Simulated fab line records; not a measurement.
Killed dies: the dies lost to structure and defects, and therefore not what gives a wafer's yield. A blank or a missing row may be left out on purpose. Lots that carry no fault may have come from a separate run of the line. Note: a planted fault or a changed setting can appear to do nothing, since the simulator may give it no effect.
A struck lot beside a sound one ; flow gf180mcu ; 15 out of 602 route steps
Sound: wafers L321.2, L321.4, L321.5. Wafers L329.1, L329.2, L329.3 were the ones struck. The cause is named last.
Per side, at each step with rows, come the tool, then ch with its chambers, and then its first start. Under that, the readings that differ: sound wafers ; struck wafers ; difference of the means ; sigmas: that difference in standard deviations of wafers without a fault.
alike: a reading whose means differ by less than 2 such deviations, as well as words and numbers matching on both sides. not compared: withheld readings; readings where some wafer has no value; bounds like >300 that might hide an equal value; numbers whose values overlap and for which the record gives no deviation.
Wherever a step has rows on one side only, a row that says differs or no value, or a row with sigmas, the two part there. Non-overlapping numbers with no deviation appear without sigmas and do not part them. Lack of a reading on every wafer of one side parts them only where that side has two or more wafers.

first, 4 steps without rows for these wafers: GF_TOP_METAL_SOFTBAKE_10 (time 60 s); GF_TOP_METAL_EXPOSE_11 (exposes mask MetalTop, target cd 440 nm); GF_TOP_METAL_PEB_12; GF_TOP_METAL_DEVELOP_13 (develop time 60 s).
GF_TOP_METAL_CD_MEAS_14: the cd target is 440 nm.
  sound on cd_sem-01 at day 29 14:30; struck on cd_sem-01 at day 31 16:35
  alike: cd_nm
GF_TOP_METAL_OVL_MEAS_15:
  sound on overlay-01 at day 29 14:37; struck on overlay-02 at day 31 16:42
  alike: TOP_METAL_OVL
GF_TOP_METAL_METAL_ETCH_16: etches the open film in Cl2/BCl3, stops on SiO2, target depth 1197 nm, time 199.5 s.
  sound on rie_metal-03 ch 0,1, day 29 14:38; struck on rie_metal-01 ch 0,1, day 31 16:44
  alike: bias_w, chamber_pressure_mTorr, drypump_motor_current_A, oes_product_au, throttle_valve_pct
  not compared: rf_hours_counter_h
GF_TOP_METAL_STRIP_17: strips in O2/N2.
  sound on plasma_asher-02 ch 0,1, day 29 14:50; struck on plasma_asher-01 ch 0,1, day 31 16:56
  alike: chamber_pressure_mTorr, drypump_motor_current_A, heater_power_w, o2_flow_sccm, oes_product_au, strip_time_to_endpoint_s
  not compared: rf_hours_counter_h
then, 2 steps without rows for these wafers: GF_TOP_METAL_STRIP_18 (strips in post etch residue remover, time 1200 s); GF_TOP_METAL_CLEAN_19 (cleans in DIW).
GF_PASSIVATION_CVD_00: deposits SiO2 from TEOS, target thk 1000 nm, time 111.95 s.
  sound on pecvd-03 ch 0,1, day 29 15:23; struck on pecvd-01 ch 0,1,2, day 31 17:29
  alike: heater_power_w, susceptor_temp_C
GF_PASSIVATION_THK_MEAS_01:
  sound on film_metro-04 at day 29 15:29; struck on film_metro-02 at day 31 17:34
  alike: PASSIVATION_CVD_00_THK
GF_PASSIVATION_CVD_02: deposits Si3N4, target thk 700 nm, time 486.18 s.
  sound on pecvd-01 ch 0,1, day 29 15:32; struck on pecvd-03 ch 0,1,2, day 31 17:38
reading;sound;struck;difference;sigmas
model.Si3N4_of_PASSIVATION_CVD_02.thk_nm (nm);691.2 695.5 697;971.9 969.3 978.3;+278.6;
  alike: heater_power_w, susceptor_temp_C
GF_PASSIVATION_THK_MEAS_03:
  sound on film_metro-02 at day 29 15:50; struck on film_metro-01 at day 31 17:55
reading;sound;struck;difference;sigmas
PASSIVATION_CVD_02_THK (nm);691 695 697;972 969 978;+279;+31
then, 1 step without rows for these wafers: GF_PASSIVATION_DEHYDRATE_04 (time 60 s).

WHERE THEY PART
GF_PASSIVATION_THK_MEAS_03 only, going by this record.

WHY: what the simulator had put in
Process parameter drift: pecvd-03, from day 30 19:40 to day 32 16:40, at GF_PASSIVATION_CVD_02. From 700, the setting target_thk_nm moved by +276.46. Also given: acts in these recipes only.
